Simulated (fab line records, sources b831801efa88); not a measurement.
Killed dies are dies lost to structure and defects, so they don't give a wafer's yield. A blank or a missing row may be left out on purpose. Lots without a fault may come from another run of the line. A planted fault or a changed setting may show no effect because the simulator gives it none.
Chamber matching | flow gf180mcu | GF_SAB_CVD_00 on pecvd-04: 3 sister chambers
The step deposits SiO2 from TEOS, target thk 50 nm, time 4.9302 s. 14 wafers are shown with their chamber, then 7 later ones without.

WAFERS WITH THEIR CHAMBER
wafer  | chamber | heater_power_w (W)
L857.2 | 0       | 744
L857.3 | 2       | 562
L857.5 | 0       | 770
L858.3 | 1       | 583
L858.4 | 1       | 576
L858.6 | 2       | 573
L861.1 | 2       | 545
L861.2 | 1       | 580
L861.6 | 2       | 535
L862.1 | 1       | 655
L862.3 | 0       | 778
L862.6 | 0       | 623
L863.1 | 2       | 574
L863.2 | 0       | 678

SIGNATURES (means of the wafers above)
reading        | chamber 0 | chamber 1 | chamber 2 | scatter within a chamber
heater_power_w | 718.60    | 598.50    | 557.80    | 45.8
Rule: a wafer's distance from a chamber is the root of the sum, over the readings, of the square of ((its reading less the chamber's mean) divided by the reading's scatter). The wafer belongs to the nearest chamber; if the next one is less than 2 further off, it can't be placed. The scatter: the root of (the sum of the squares of (reading less its chamber's mean) over the shown wafers, divided by (wafers less chambers)).

WAFERS WITHOUT THEIR CHAMBER
wafer  | heater_power_w (W)
L863.3 | 606
L867.1 | 735
L867.2 | 565
L867.5 | 565
L868.1 | 772
L868.2 | 683
L868.3 | 506

WHICH CHAMBER EACH WENT THROUGH
wafer  | from the rows above          | in truth
L863.3 | can't be placed: 1 or 2      | 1
L867.1 | 0                            | 0
L867.2 | can't be placed: 2 or 1      | 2
L867.5 | can't be placed: 2 or 1      | 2
L868.1 | 0                            | 0
L868.2 | can't be placed: 0 or 1 or 2 | 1
L868.3 | can't be placed: 2 or 1      | 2
Placed correctly: 2 of 7. Can't be placed from these rows: 5 (the true chamber is among the candidates in 5). Placed wrongly: 0.
